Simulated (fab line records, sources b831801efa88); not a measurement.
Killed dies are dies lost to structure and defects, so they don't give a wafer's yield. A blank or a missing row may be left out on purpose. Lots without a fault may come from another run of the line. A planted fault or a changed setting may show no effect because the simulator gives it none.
fab line records | flow sky130 | part 2 of 2: steps 28 to 37 of 37
record lots=5 wafers=15 last_day=50
route steps=708 shown METAL1@453 VIA1@458 METAL2@483
lots that met no fault: from a run of the same line without faults
start_h: hours from the record's first day to the start of the lot's first wafer shown | wait_h: hours since the lot's step before | " the same as in the row above | L1.1+2: a row that stands for several wafers | - no value, or no start given | * or withheld: withheld | < > ~ a bound
route shown NAME@n: a module of which the file shows steps, and the number in the route of the first | usual: mean/standard deviation of fault-free wafers | same: alike in all rows | chamber/n: place in a boat | sites: the reading at each site | _std_site: their standard deviation | _edge_site: outer sites' mean less inner sites' | radius_mm: how far each site lies from the wafer's centre | mask NAME#n: copy n | behind: the tool/chamber that last shaped the wafer | hold: why the lot was held/for how many hours/how that ended | device: the transistor (n, p or np) that didn't switch | end of line: the same wafers' tests at the end of the route | a step without rows: its recipe alone | killed: dies lost to structure and defects at the first sort, not the wafer's yield | map: a wafer's dies, x killed, . not, _ none there
set.NAME: the setting as run; set.NAME@STEP: as run at that earlier step | model.NAME: the simulator's own value behind a step, which no gauge read
lots at some steps of the route; a table a step, a row a wafer
services: from which hour (start_h, from the record's first day; less than 0 if before it) a tool's chamber was out of use, for how many hours, and why
## steps
# step SKY_VIA1_RS_MEAS_22
# recipe thk_meas_gauge=four-point-probe reads=W_of_VIA1_CVD_21+TiN_of_VIA1_SPUTTER_20
# usual VIA1_W_RS=0.425/0.0063
# columns lot.wafer tool chamber start_h wait_h VIA1_W_RS[ohm/sq]
L079.1 film_metro-02 - 835.40 0.1 0.427
L079.3 " - " " 0.424
L079.5 " - " " 0.423
L091.2 film_metro-01 - 921.66 0.1 0.421
L091.5 " - " " 0.419
L091.6 " - " " 0.430
L093.3 film_metro-01 - 934.15 0.1 0.418
L093.5 " - " " 0.421
L093.6 " - " " 0.412
L095.1 film_metro-01 - 952.96 0.1 0.434
L095.5 " - " " 0.430
L095.6 " - " " 0.418
L097.2 film_metro-04 - 971.12 0.1 0.418
L097.3 " - " " 0.420
L097.5 " - " " 0.432
# step SKY_VIA1_THK_MEAS_23
# recipe thk_meas_gauge=xrf reads=W_of_VIA1_CVD_21
# usual VIA1_W_THK=276/4.5
# columns lot.wafer tool chamber start_h wait_h VIA1_W_THK[nm]
L079.1 film_metro-02 - 835.52 0.1 273
L079.3 " - " " 275
L079.5 " - " " 274
L091.2 film_metro-01 - 921.77 0.1 280
L091.5 " - " " 282
L091.6 " - " " 273
L093.3 film_metro-01 - 934.25 0.1 281
L093.5 " - " " 278
L093.6 " - " " 283
L095.1 film_metro-01 - 953.08 0.1 272
L095.5 " - " " 271
L095.6 " - " " 280
L097.2 film_metro-04 - 971.23 0.1 277
L097.3 " - " " 275
L097.5 " - " " 269
# step SKY_VIA1_CMP_24
# recipe stop_on=SiO2 t_overpolish_s=15 down_force_psi=3.5 platen_rpm=60 target_thk_nm=0 pad_velocity_m_s=0.94248
# usual motor_current_A=11.0/0.83 overpolish_run_s=15.000/0.0093 time_to_endpoint_s=66/4.3
# same t_overpolish_s=15
# columns lot.wafer tool chamber start_h wait_h motor_current_A overpolish_run_s time_to_endpoint_s
L079.3 cmp-01 0 835.58 0.0 12.8 14.988 63
L079.1 " 3 " " 11.0 15.018 67
L079.5 " 0 " " 12.3 14.988 64
L091.2 cmp-01 2 922.25 0.5 12.0 15.002 70
L091.5 " 2 " " 11.9 15.010 68
L091.6 " 3 " " 11.4 14.997 69
L093.3 cmp-02 3 934.44 0.2 9.7 15.009 74
L093.5 " 0 " " 11.7 14.998 70
L093.6 " 1 " " 11.5 15.017 66
L095.1 cmp-01 2 953.24 0.1 11.9 14.996 65
L095.6 " 0 " " 12.2 14.998 65
L095.5 " 1 " " 10.4 14.995 64
L097.2 cmp-01 3 971.28 0.0 11.3 14.998 68
L097.3 " 0 " " 11.9 14.998 66
L097.5 " 0 " " 12.4 15.003 62
# step SKY_METAL2_SPUTTER_00
# recipe material=Ti target_thk_nm=15 power_w=3000 time_s=10 chamber_pressure_pa=0.4
# usual throttle_valve_pct=29.8/1.2
# columns lot.wafer tool chamber start_h wait_h throttle_valve_pct
L079.1 pvd_sputter-04 - 835.88 0.1 31.0
L079.3 " - " " 30.2
L079.5 " - " " 30.5
L091.2 pvd_sputter-04 - 922.55 0.2 30.4
L091.5 " - " " 27.3
L091.6 " - " " 30.5
L093.3 pvd_sputter-04 - 934.59 0.1 27.4
L093.5 " - " " 30.6
L093.6 " - " " 27.6
L095.1 pvd_sputter-03 - 953.44 0.1 31.6
L095.5 " - " " 30.9
L095.6 " - " " 31.1
L097.2 pvd_sputter-03 - 971.58 0.2 31.1
L097.3 " - " " 31.5
L097.5 " - " " 30.7
# step SKY_METAL2_SPUTTER_01
# recipe material=TiN target_thk_nm=20 power_w=6500 time_s=16.7 chamber_pressure_pa=0.4
# usual throttle_valve_pct=29.7/1.2
# columns lot.wafer tool chamber start_h wait_h throttle_valve_pct
L079.1 pvd_sputter-04 - 835.90 0.0 31.2
L079.3 " - " " 30.5
L079.5 " - " " 30.2
L091.2 pvd_sputter-04 - 922.58 0.0 30.4
L091.5 " - " " 27.3
L091.6 " - " " 30.1
L093.3 pvd_sputter-04 - 934.61 0.0 27.4
L093.5 " - " " 30.3
L093.6 " - " " 27.3
L095.1 pvd_sputter-03 - 953.47 0.0 31.7
L095.5 " - " " 30.8
L095.6 " - " " 31.5
L097.2 pvd_sputter-03 - 971.60 0.0 30.8
L097.3 " - " " 31.3
L097.5 " - " " 30.8
# step SKY_METAL2_SPUTTER_02
# recipe material=AlCu target_thk_nm=250 power_w=10600 time_s=13.3 chamber_pressure_pa=0.4
# usual throttle_valve_pct=29.8/1.2
# columns lot.wafer tool chamber start_h wait_h throttle_valve_pct
L079.1 pvd_sputter-04 - 835.93 0.0 31.1
L079.3 " - " " 30.5
L079.5 " - " " 30.6
L091.2 pvd_sputter-04 - 922.60 0.0 30.4
L091.5 " - " " 27.7
L091.6 " - " " 30.2
L093.3 pvd_sputter-04 - 934.64 0.0 27.4
L093.5 " - " " 30.4
L093.6 " - " " 27.4
L095.1 pvd_sputter-03 - 953.49 0.0 31.5
L095.5 " - " " 30.8
L095.6 " - " " 31.5
L097.2 pvd_sputter-03 - 971.62 0.0 31.1
L097.3 " - " " 31.6
L097.5 " - " " 30.5
# step SKY_METAL2_SPUTTER_03
# recipe material=Ti target_thk_nm=5 power_w=3000 time_s=3.3 chamber_pressure_pa=0.4
# usual throttle_valve_pct=29.8/1.3
# columns lot.wafer tool chamber start_h wait_h throttle_valve_pct
L079.1 pvd_sputter-04 - 835.95 0.0 30.7
L079.3 " - " " 30.2
L079.5 " - " " 30.2
L091.2 pvd_sputter-04 - 922.63 0.0 30.7
L091.5 " - " " 27.2
L091.6 " - " " 30.1
L093.3 pvd_sputter-04 - 934.66 0.0 27.3
L093.5 " - " " 30.5
L093.6 " - " " 27.4
L095.1 pvd_sputter-03 - 953.52 0.0 31.3
L095.5 " - " " 30.6
L095.6 " - " " 31.3
L097.2 pvd_sputter-03 - 971.65 0.0 31.3
L097.3 " - " " 31.4
L097.5 " - " " 30.5
# step SKY_METAL2_SPUTTER_04
# recipe material=TiN target_thk_nm=70 power_w=6500 time_s=58.3 chamber_pressure_pa=0.4
# usual throttle_valve_pct=29.8/1.3
# columns lot.wafer tool chamber start_h wait_h throttle_valve_pct
L079.1 pvd_sputter-04 - 835.97 0.0 31.0
L079.3 " - " " 30.6
L079.5 " - " " 30.4
L091.2 pvd_sputter-04 - 922.64 0.0 30.5
L091.5 " - " " 27.4
L091.6 " - " " 30.5
L093.3 pvd_sputter-04 - 934.68 0.0 27.4
L093.5 " - " " 30.5
L093.6 " - " " 27.4
L095.1 pvd_sputter-03 - 953.53 0.0 31.5
L095.5 " - " " 30.7
L095.6 " - " " 31.7
L097.2 pvd_sputter-03 - 971.67 0.0 30.9
L097.3 " - " " 31.7
L097.5 " - " " 30.5
# step SKY_METAL2_RS_MEAS_05
# recipe thk_meas_gauge=four-point-probe reads=TiN_of_METAL2_SPUTTER_04+Ti_of_METAL2_SPUTTER_03+AlCu_of_METAL2_SPUTTER_02+TiN_of_METAL2_SPUTTER_01+Ti_of_METAL2_SPUTTER_00
# usual METAL2_ALCU_RS=0.1271/0.0012
# columns lot.wafer tool chamber start_h wait_h METAL2_ALCU_RS[ohm/sq]
L079.1 film_metro-02 - 836.02 0.0 0.1274
L079.3 " - " " 0.1283
L079.5 " - " " 0.1267
L091.2 film_metro-02 - 922.71 0.0 0.1265
L091.5 " - " " 0.1266
L091.6 " - " " 0.1261
L093.3 film_metro-03 - 934.77 0.1 0.1286
L093.5 " - " " 0.1281
L093.6 " - " " 0.1272
L095.1 film_metro-02 - 953.58 0.0 0.1292
L095.5 " - " " 0.1272
L095.6 " - " " 0.1292
L097.2 film_metro-03 - 971.74 0.0 0.1244
L097.3 " - " " 0.1262
L097.5 " - " " 0.1248
# step SKY_METAL2_THK_MEAS_06
# recipe thk_meas_gauge=xrf reads=AlCu_of_METAL2_SPUTTER_02
# usual METAL2_ALCU_THK=248.1/2.5
# columns lot.wafer tool chamber start_h wait_h METAL2_ALCU_THK[nm]
L079.1 film_metro-02 - 836.14 0.1 244.2
L079.3 " - " " 245.3
L079.5 " - " " 248.6
L091.2 film_metro-02 - 922.82 0.1 250.7
L091.5 " - " " 249.3
L091.6 " - " " 249.9
L093.3 film_metro-03 - 934.87 0.1 246.9
L093.5 " - " " 245.9
L093.6 " - " " 247.5
L095.1 film_metro-02 - 953.70 0.1 241.4
L095.5 " - " " 248.0
L095.6 " - " " 244.3
L097.2 film_metro-03 - 971.85 0.1 253.9
L097.3 " - " " 248.2
L097.5 " - " " 252.7
## services
# columns tool chamber start_h hours kind
rie_metal-02 - 785.29 1.4 pm
rie_metal-02 - 788.63 0.6 repair
rie_diel-02 1 789.37 4.6 repair
cmp-02 - 812.50 12.4 pm
plasma_asher-01 - 826.62 1.2 repair
cmp-02 - 831.38 0.6 repair
plasma_asher-01 - 833.17 0.3 repair
cmp-02 - 846.90 5.6 pm
rie_diel-02 0 851.50 2.8 repair
cvd_w-01 - 854.92 3.8 pm
wet_bench-01 - 858.08 3.5 repair
cvd_w-01 - 865.33 14.6 pm
wet_bench-03 - 869.18 27.0 pm
cmp-01 - 874.98 3.9 repair
krf_scanner-01 - 877.38 1.0 pm
cmp-01 - 894.80 0.4 repair
cmp-01 - 915.26 5.1 repair
cvd_w-01 - 925.99 6.0 pm
krf_scanner-01 - 927.46 0.8 pm
pvd_sputter-04 - 929.15 1.2 repair
krf_scanner-01 - 945.77 1.3 pm
cmp-01 - 951.11 1.2 repair
krf_scanner-01 - 957.72 6.0 repair
rie_diel-02 - 959.69 2.8 pm
